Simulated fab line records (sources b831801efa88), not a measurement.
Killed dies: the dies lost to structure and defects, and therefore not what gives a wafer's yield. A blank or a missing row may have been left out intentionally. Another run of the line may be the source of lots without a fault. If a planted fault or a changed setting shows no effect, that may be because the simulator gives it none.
fab line records | flow sky130
record: lots: 7 wafers: 21 last_day: 51
route steps=708 shown LDD_LDN@291 SPACER@304 PAD_OPEN@708
lots that met no fault: taken from a fault-free run of the same line
start_h: hours from the record's opening day to when the first of the lot's shown wafers began | wait_h: hours elapsed since this lot's preceding step | " same as the row above | L1.1+2: several wafers, shown together as one row | - no value, or no start was given | * or withheld: withheld | < > ~ a bound
route shown NAME@n: a module of which the file shows steps, and the number in the route of the first | usual: mean and standard deviation over wafers with no fault | same: alike in all rows | chamber/n: place in a boat | sites: readings site by site | _std_site: the values' standard deviation | _edge_site: mean of outer sites minus mean of inner sites | radius_mm: how far each site lies from the wafer's centre | mask NAME#n: copy n | behind: the last tool/chamber to shape the wafer | hold: cause of the lot's hold/its duration in hours/its outcome | device: transistor that didn't switch, given as n, p or np | end of line: tests run on the same wafers once the route is complete | a step given without rows: its recipe and nothing more | killed: count of dies lost to structure and defects at first sort (not the wafer's yield) | map: per-die view of a wafer (x killed, . not killed, _ where there is no die)
set.NAME: the setting as run; set.NAME@STEP: as run at that earlier step | model.NAME: the simulator's own value behind a step, which no gauge read
lots at some steps of the route; a table a step, a row a wafer
services: a tool's chamber out of use, with start hour (start_h, from the record's first day; less than 0 if before it), hours out, and reason
== steps ==
step: SKY_LDD_LDN_COAT_02
recipe: resist: NOVOLAK spin_rpm: 3000 resist_thk_nm: 1140
step: SKY_LDD_LDN_SOFTBAKE_03
recipe: temp_c: 90 time_s: 60 resist: NOVOLAK
step: SKY_LDD_LDN_EXPOSE_04
recipe: mask_id: LDNTM na: 0.6 source_shape: conventional sigma_outer: 0.6 polarization: unpolarized target_cd_nm: 700 dose_mj: 140
step: SKY_LDD_LDN_PEB_05
recipe: temp_c: withheld time_s: * resist: NOVOLAK
step: SKY_LDD_LDN_DEVELOP_06
recipe: resist: NOVOLAK developer: TMAH develop_time_s: 60 dev_temp_c: 23
step: SKY_LDD_LDN_OVL_MEAS_07
usual: LDD_LDN_OVL: 0.0/1.2
columns lot.wafer tool chamber start_h wait_h LDD_LDN_OVL[nm]
L474.1 overlay-01 - 551.99 0.1 -0.8
L474.3 " - " " 0.4
L474.6 " - " " -1.0
L475.1 overlay-01 - 556.84 0.1 2.5
L475.2 " - " " 2.1
L475.4 " - " " 2.0
L479.1 overlay-01 - 588.34 0.1 1.5
L479.3 " - " " -0.6
L479.4 " - " " 0.1
L480.1 overlay-02 - 597.06 0.1 0.7
L480.3 " - " " 1.1
L480.6 " - " " 0.0
L481.1 overlay-02 - 617.84 0.1 -0.1
L481.2 " - " " 0.0
L481.3 " - " " 1.2
L486.2 overlay-01 - 652.45 0.1 -2.7
L486.4 " - " " -0.8
L486.6 " - " " -0.7
L495.2 overlay-01 - 722.91 0.1 0.6
L495.3 " - " " 1.7
L495.6 " - " " 0.8
step: SKY_LDD_LDN_IMPLANT_08
recipe: species: As energy_kev: 15 dose_cm2: 1.25e+13 tilt_deg: withheld rotation_deg: 23
step: SKY_LDD_LDN_IMPLANT_09
recipe: species: As energy_kev: 15 dose_cm2: 1.25e+13 tilt_deg: withheld rotation_deg: 113
step: SKY_LDD_LDN_IMPLANT_10
recipe: species: As energy_kev: 15 dose_cm2: 1.25e+13 tilt_deg: withheld rotation_deg: 203
step: SKY_LDD_LDN_IMPLANT_11
recipe: species: As energy_kev: 15 dose_cm2: 1.25e+13 tilt_deg: withheld rotation_deg: 293
step: SKY_LDD_LDN_STRIP_12
recipe: chemistry: O2/N2 power_w: 1400 pressure_mtorr: 1500 platen_temp_c: withheld o2_flow_sccm: 3000 n2_flow_sccm: 300 overash_fraction: 0.5
usual: drypump_motor_current_A: 5.76/0.27 oes_product_au: 0.716/0.0046 strip_time_to_endpoint_s: 14.17/0.036
columns lot.wafer tool chamber start_h wait_h drypump_motor_current_A oes_product_au rf_hours_counter_h strip_time_to_endpoint_s
L474.1 plasma_asher-04 0 552.63 0.1 6.06 0.721 43 14.19
L474.3 " 0 " " 6.02 0.714 - 14.21
L474.6 " 1 " " 5.74 0.713 - 14.22
L475.1 plasma_asher-03 0 557.48 0.1 5.84 0.713 14 14.18
L475.2 " 1 " " 5.21 0.719 14 14.13
L475.4 " 1 " " 5.18 0.707 - 14.12
L479.1 plasma_asher-02 1 588.98 0.1 5.72 0.711 77 14.10
L479.3 " 0 " " 5.97 0.719 - 14.12
L479.4 " 1 " " 5.74 0.719 - 14.10
L480.1 plasma_asher-04 0 597.69 0.1 6.02 0.716 48 14.14
L480.3 " 0 " " 6.01 0.708 - 14.14
L480.6 " 0 " " 6.02 0.713 - 14.13
L481.1 plasma_asher-04 1 618.48 0.1 5.80 0.721 50 14.19
L481.2 " 0 " " 6.03 0.718 50 14.21
L481.3 " 0 " " 6.04 0.722 - 14.17
L486.2 plasma_asher-03 1 653.08 0.1 5.21 0.712 24 14.19
L486.4 " 1 " " 5.21 0.727 - 14.20
L486.6 " 1 " " 5.25 0.718 - 14.21
L495.2 plasma_asher-04 1 723.54 0.1 5.78 0.716 59 14.18
L495.3 " 0 " " 6.04 0.712 - 14.17
L495.6 " 0 " " 6.00 0.720 - 14.20
step: SKY_LDD_LDN_TW_MEAS_13
usual: LDD_LDN_TW: 1487/19
columns lot.wafer tool chamber start_h wait_h LDD_LDN_TW
L474.1 film_metro-03 - 552.73 0.1 1476
L474.3 " - " " 1466
L474.6 " - " " 1481
L475.1 film_metro-02 - 557.58 0.1 1488
L475.2 " - " " 1500
L475.4 " - " " 1507
L479.1 film_metro-02 - 589.08 0.1 1514
L479.3 " - " " 1509
L479.4 " - " " 1509
L480.1 film_metro-04 - 597.79 0.1 1476
L480.3 " - " " 1477
L480.6 " - " " 1481
L481.1 film_metro-04 - 618.58 0.1 1492
L481.2 " - " " 1485
L481.3 " - " " 1489
L486.2 film_metro-02 - 653.19 0.1 1500
L486.4 " - " " 1506
L486.6 " - " " 1502
L495.2 film_metro-04 - 723.65 0.1 1496
L495.3 " - " " 1496
L495.6 " - " " 1495
step: SKY_LDD_LDN_CLEAN_14
recipe: chemistry: SC1/SC2 mix: 1:4:20 temp_c: 70 time_s: 150 dry: n2_spin
usual: bath_guard_temp_C: 70.0/0.33 bath_heat_duty_pct: 13.3/1.6
columns lot.wafer tool chamber start_h wait_h bath_guard_temp_C bath_heat_duty_pct
L474.1 wet_bench-02 1 552.79 0.1 70.4 12.1
L474.3 " 1 " " 70.2 12.6
L474.6 " 1 " " 70.2 13.1
L475.1 wet_bench-01 1 557.64 0.1 69.8 14.3
L475.2 " 1 " " 69.5 14.5
L475.4 " 1 " " 69.6 14.6
L479.1 wet_bench-02 3 589.14 0.1 - -
L479.3 " 3 " " - -
L479.4 " 3 " " - -
L480.1 wet_bench-01 0 597.85 0.1 - -
L480.3 " 0 " " - -
L480.6 " 0 " " - -
L481.1 wet_bench-04 2 618.84 0.3 - -
L481.2 " 2 " " - -
L481.3 " 2 " " - -
L486.2 wet_bench-01 2 653.24 0.0 70.4 12.8
L486.4 " 2 " " 70.3 13.1
L486.6 " 2 " " 70.5 12.9
L495.2 wet_bench-02 3 723.70 0.0 70.0 11.9
L495.3 " 3 " " 70.0 11.7
L495.6 " 3 " " 69.8 11.1
step: SKY_SPACER_CVD_00
recipe: material: Si3N4 precursor: DCS/NH3 target_thk_nm: 43.1 temp_c: 770 time_s: 740 pressure_mtorr: 250
step: SKY_PAD_OPEN_PROBE_99
usual: killed_at_M0_to_M3: 43/6.8 killed_at_M4_up: 3.3/1.9 killed_at_contacts: 24/5.3 killed_at_front_end: 14/4.3 killed_at_other: 0.3/0.62 killed_dies: 85/9.8 killed_open: 46/8 killed_short: 39/5.9
same: gross_dies: 492 killed_at_back_side: 0
columns lot.wafer tool chamber start_h wait_h killed_at_M0_to_M3 killed_at_M4_up killed_at_contacts killed_at_front_end killed_at_other killed_dies killed_open killed_short model.etest.diode_nwell_sub.leak_log10_a_cm2 model.etest.diode_dnwell_sub.leak_log10_a_cm2 model.etest.diode_pwell_dnwell.leak_log10_a_cm2 model.etest.diode_ndiff_pwell_hv.leak_log10_a_cm2 model.etest.diode_pdiff_nwell_hv.leak_log10_a_cm2 model.etest.nfet_16v.off_log10_a_um model.etest.pfet_16v.off_log10_a_um
L474.1 prober-01 - 1110.00 0.1 45 1 21 12 0 79 31 48 -7.667 -7.264 -7.839 -6.43 -6.745 -13.9 -13.98
L474.3 prober-01 - 1110.10 0.2 44 0 24 17 0 85 52 33 -7.294 -7.429 -7.705 -6.955 -6.952 -13.68 -13.9
L474.6 prober-01 - 1110.25 0.2 46 4 24 20 0 94 55 39 -7.467 -7.283 -7.42 -6.651 -6.457 -13.75 -13.87
L475.1 prober-02 - 1112.87 0.1 26 2 30 15 0 73 43 30 -7.503 -7.34 -7.339 -6.7 -6.448 -13.8 -13.96
L475.2 prober-02 - 1112.92 0.1 31 4 21 12 0 68 30 38 -7.641 -7.381 -7.652 -6.866 -6.534 -13.84 -13.89
L475.4 prober-02 - 1113.02 0.2 52 2 24 14 0 92 58 34 -7.309 -7.434 -7.576 -6.502 -6.618 -13.85 -13.87
L479.1 prober-02 - 1134.53 0.1 50 2 20 17 1 90 49 41 -6.818 -6.536 -7.248 -6.504 -6.475 -13.54 -13.82
L479.3 prober-02 - 1134.63 0.2 53 5 34 18 0 110 53 57 -7.106 -6.544 -7.056 -6.421 -6.17 -13.6 -13.82
L479.4 prober-02 - 1134.68 0.2 46 4 32 12 1 95 58 37 -6.696 -6.803 -7.066 -6.369 -6.455 -13.6 -13.9
L480.1 prober-01 - 1136.56 0.1 39 4 20 11 0 74 47 27 -6.634 -6.783 -7.046 -6.369 -6.155 -13.59 -13.91
L480.3 prober-01 - 1136.66 0.2 42 1 26 16 0 85 45 40 -6.661 -6.665 -7.254 -6.327 -6.412 -13.77 -13.75
L480.6 prober-01 - 1136.81 0.2 39 2 33 22 0 96 52 44 -6.651 -6.37 -6.845 -6.396 -6.19 -13.57 -13.79
L481.1 prober-02 - 1154.04 0.1 43 6 24 19 0 92 48 44 -6.872 -6.711 -6.818 -6.439 -6.603 -13.68 -13.75
L481.2 prober-02 - 1154.09 0.1 45 5 26 18 1 95 50 45 -6.541 -6.749 -6.936 -6.402 -6.288 -13.77 -13.81
L481.3 prober-02 - 1154.14 0.2 38 1 27 22 0 88 51 37 -6.579 -6.695 -7.011 -6.295 -6.481 -13.61 -13.72
L486.2 prober-01 - 1177.71 0.1 32 3 25 20 0 80 44 36 -7.32 -7.178 -7.594 -6.917 -6.69 -13.8 -13.82
L486.4 prober-01 - 1177.81 0.2 30 4 22 9 0 65 42 23 -7.439 -7.09 -7.53 -6.721 -6.379 -13.79 -13.94
L486.6 prober-01 - 1177.91 0.2 45 8 27 27 0 107 61 46 -7.273 -7.438 -7.67 -6.942 -6.556 -13.86 -13.87
L495.2 prober-02 - 1220.07 0.1 41 3 22 11 0 77 43 34 -7.056 -7.531 -7.473 -6.53 -6.454 -13.91 -13.84
L495.3 prober-02 - 1220.12 0.2 47 4 27 18 0 96 47 49 -7.211 -7.264 -7.19 -6.724 -6.759 -13.87 -13.93
L495.6 prober-02 - 1220.27 0.2 57 2 19 14 0 92 53 39 -7.414 -7.428 -7.577 -6.479 -6.602 -13.78 -13.78
killed by level:class
L474.1 VIA1:geometric_particle:open=10 CONTACT:geometric_particle:open=8 VIA2:geometric_particle:open=7 VIA3:geometric_particle:short=6 LOCAL_INTERCONNECT:geometric_particle:short=6 VIA1:geometric_particle:short=6 METAL2:geometric_particle:short=6 POLY_GATE:geometric_particle:short=5
L474.3 VIA1:geometric_particle:open=11 VIA2:geometric_particle:open=10 CONTACT:geometric_particle:open=9 CONTACT:geometric_particle:short=8 VIA3:geometric_particle:open=6 METAL3:geometric_particle:short=5 FIELD_ISO:geometric_particle:open=4 POLY_GATE:geometric_particle:open=4
L474.6 POLY_GATE:geometric_particle:open=8 CONTACT:geometric_particle:open=8 VIA3:geometric_particle:open=8 VIA1:geometric_particle:open=7 FIELD_ISO:geometric_particle:open=5 METAL1:geometric_particle:short=5 VIA3:geometric_particle:short=5 VIA2:geometric_particle:open=5
L475.1 CONTACT:geometric_particle:open=16 VIA1:geometric_particle:open=9 LOCAL_INTERCONNECT:geometric_particle:short=8 FIELD_ISO:geometric_particle:open=4 POLY_GATE:geometric_particle:short=3 SPACER:geometric_particle:open=3 LI_CONTACT:geometric_particle:open=3 METAL1:geometric_particle:short=3
L475.2 LI_CONTACT:geometric_particle:open=7 VIA1:geometric_particle:open=6 SPACER:geometric_particle:short=5 VIA1:geometric_particle:short=5 CONTACT:geometric_particle:open=5 METAL1:geometric_particle:short=5 METAL2:geometric_particle:short=4 CONTACT:geometric_particle:short=4
L475.4 VIA1:geometric_particle:open=13 CONTACT:geometric_particle:open=10 VIA1:geometric_particle:short=7 POLY_GATE:geometric_particle:open=6 VIA3:geometric_particle:open=6 LI_CONTACT:geometric_particle:open=6 VIA2:geometric_particle:open=6 VIA3:geometric_particle:short=5
L479.1 VIA1:geometric_particle:open=10 CONTACT:geometric_particle:open=8 METAL1:geometric_particle:short=6 VIA3:geometric_particle:open=6 FIELD_ISO:geometric_particle:open=5 FIELD_ISO:geometric_particle:short=5 LOCAL_INTERCONNECT:geometric_particle:short=5 METAL3:geometric_particle:short=5
L479.3 CONTACT:geometric_particle:open=12 CONTACT:geometric_particle:short=11 VIA1:geometric_particle:open=10 VIA3:geometric_particle:open=8 METAL1:geometric_particle:short=7 METAL2:geometric_particle:short=7 LI_CONTACT:geometric_particle:open=6 VIA1:geometric_particle:short=5
L479.4 CONTACT:geometric_particle:open=15 VIA1:geometric_particle:open=10 VIA2:geometric_particle:open=9 LOCAL_INTERCONNECT:geometric_particle:short=6 LI_CONTACT:geometric_particle:open=5 VIA3:geometric_particle:open=5 VIA1:geometric_particle:short=5 FIELD_ISO:geometric_particle:open=4
L480.1 CONTACT:geometric_particle:open=10 VIA1:geometric_particle:open=10 VIA3:geometric_particle:open=10 METAL2:geometric_particle:short=5 LI_CONTACT:geometric_particle:open=5 FIELD_ISO:geometric_particle:open=4 METAL1:geometric_particle:short=4 VIA2:geometric_particle:open=4
L480.3 LI_CONTACT:geometric_particle:open=9 CONTACT:geometric_particle:open=9 METAL1:geometric_particle:short=7 VIA2:geometric_particle:open=7 FIELD_ISO:geometric_particle:short=5 CONTACT:geometric_particle:short=5 VIA1:geometric_particle:short=5 METAL2:geometric_particle:short=5
L480.6 CONTACT:geometric_particle:open=16 VIA1:geometric_particle:open=10 VIA3:geometric_particle:open=8 CONTACT:geometric_particle:short=8 POLY_GATE:geometric_particle:short=5 FIELD_ISO:geometric_particle:short=4 POLY_GATE:geometric_particle:open=4 LOCAL_INTERCONNECT:geometric_particle:short=4
L481.1 LI_CONTACT:geometric_particle:open=8 VIA1:geometric_particle:open=8 METAL2:geometric_particle:short=8 CONTACT:geometric_particle:open=6 CONTACT:geometric_particle:short=5 VIA2:geometric_particle:open=5 METAL4:geometric_particle:short=5 POLY_GATE:geometric_particle:short=4
L481.2 CONTACT:geometric_particle:open=9 METAL1:geometric_particle:short=9 LI_CONTACT:geometric_particle:open=8 VIA3:geometric_particle:open=7 LOCAL_INTERCONNECT:geometric_particle:short=6 VIA1:geometric_particle:open=6 VIA2:geometric_particle:open=6 FIELD_ISO:geometric_particle:open=5
L481.3 VIA1:geometric_particle:open=16 CONTACT:geometric_particle:open=15 POLY_GATE:geometric_particle:open=6 METAL2:geometric_particle:short=5 VIA1:geometric_particle:short=4 FIELD_ISO:geometric_particle:open=4 FIELD_ISO:geometric_particle:short=4 POLY_GATE:geometric_particle:short=4
L486.2 CONTACT:geometric_particle:open=10 VIA1:geometric_particle:open=10 FIELD_ISO:geometric_particle:open=7 CONTACT:geometric_particle:short=6 FIELD_ISO:geometric_particle:short=4 LI_CONTACT:geometric_particle:open=4 VIA3:geometric_particle:open=4 METAL3:geometric_particle:short=4
L486.4 VIA1:geometric_particle:open=9 VIA2:geometric_particle:open=7 LI_CONTACT:geometric_particle:open=6 CONTACT:geometric_particle:open=6 LOCAL_INTERCONNECT:geometric_particle:short=5 FIELD_ISO:geometric_particle:open=4 VIA3:geometric_particle:open=4 METAL4:geometric_particle:short=3
L486.6 VIA1:geometric_particle:open=12 CONTACT:geometric_particle:open=11 VIA2:geometric_particle:open=10 FIELD_ISO:geometric_particle:short=8 LI_CONTACT:geometric_particle:open=8 FIELD_ISO:geometric_particle:open=5 LOCAL_INTERCONNECT:geometric_particle:short=5 METAL2:geometric_particle:short=5
L495.2 CONTACT:geometric_particle:open=10 VIA2:geometric_particle:open=10 POLY_GATE:geometric_particle:open=5 CONTACT:geometric_particle:short=5 VIA1:geometric_particle:open=5 LOCAL_INTERCONNECT:geometric_particle:short=4 METAL3:geometric_particle:short=4 METAL1:geometric_particle:short=4
L495.3 VIA2:geometric_particle:open=9 CONTACT:geometric_particle:open=7 FIELD_ISO:geometric_particle:short=6 LI_CONTACT:geometric_particle:open=6 LOCAL_INTERCONNECT:geometric_particle:short=6 METAL1:geometric_particle:short=6 FIELD_ISO:geometric_particle:open=5 VIA1:geometric_particle:open=5
L495.6 VIA1:geometric_particle:open=12 VIA2:geometric_particle:open=10 VIA1:geometric_particle:short=7 CONTACT:geometric_particle:open=6 FIELD_ISO:geometric_particle:short=5 LI_CONTACT:geometric_particle:open=5 METAL1:geometric_particle:short=5 VIA3:geometric_particle:open=5
== services ==
columns tool chamber start_h hours kind
wet_bench-02 - 591.00 36.8 repair
wet_bench-01 - 609.61 3.4 repair
plasma_asher-03 - 645.12 1.2 repair
wet_bench-01 - 695.12 4.4 pm
plasma_asher-04 - 702.09 12.3 repair
== key ==
first_sign: step: SKY_LDD_LDN_CLEAN_14 reading: tool_record direction: missing
effect none on later readings
model_effect: step: SKY_PAD_OPEN_PROBE_99 value: etest.diode_nwell_sub.leak_log10_a_cm2 without: -7.368 struck: -6.729
met_at SKY_LDD_LDN_CLEAN_14
struck_wafers L479.1,L479.3,L479.4,L480.1,L480.3,L480.6,L481.1,L481.2,L481.3
tester_left_out L479,L480,L481
onset_between 557.64 589.14
fault: kind: skipped_step_whole tool: wet_bench-01,wet_bench-02,wet_bench-04 chamber: - onset_h: 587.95 steps: SKY_LDD_LDN_CLEAN_14 scope: struck_lots_only
tester_left_out: of these lots the tester's yield and bins aren't shown, on N5 and GAA mostly nor the transistor test; their killed dies are dies lost to structure and defects alone, not to doping, threshold or leakage, so they don't give the yield
